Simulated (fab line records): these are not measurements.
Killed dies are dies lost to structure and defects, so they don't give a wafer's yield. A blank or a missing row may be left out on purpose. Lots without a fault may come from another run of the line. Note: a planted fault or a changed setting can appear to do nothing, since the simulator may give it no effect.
Chamber matching	flow gf180mcu	GF_V3_CMP_26 on cmp-01: 4 sister chambers
The step polishes, stops on SiO2, t overpolish 15 s, target thk 0 nm. 4 wafers are shown with their chamber, then 7 later ones without.

## WAFERS PAIRED WITH THEIR CHAMBERS
wafer	chamber	motorCurrentA (A)
L443.2	1	11.8
L444.5	2	10.8
L456.3	3	12.4
L456.4	0	9.8

## WAFERS WITHOUT THEIR CHAMBER
wafer	motorCurrentA (A)
L456.6	10.2
L457.1	11.8
L457.3	10.4
L457.4	10.9
L460.2	12.1
L460.3	10.4
L460.6	12.6

## CHAMBER TAKEN BY EACH
wafer	from the rows above	in truth
L456.6	can't be placed: 0 or 2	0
L457.1	1	1
L457.3	can't be placed: 2 or 0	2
L457.4	2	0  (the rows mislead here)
L460.2	can't be placed: 1 or 3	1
L460.3	can't be placed: 2 or 0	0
L460.6	3	3
Placed correctly: 2 of 7. Cannot be placed on the basis of these rows: 4; the candidates contain the true chamber in 4. Wrongly placed: 1.
How it was worked out, from the rows above alone: a wafer's distance from a chamber is the root of the sum, over the readings, of the square of ((its reading less the chamber's mean) divided by the reading's scatter). The wafer belongs to the nearest chamber; if the next one is less than 2 further off, it can't be placed. Each chamber's mean is taken over the wafers shown for it. The scatter: root of mean squared gap, hidden wafer to nearest shown wafer, with one shown wafer a chamber.
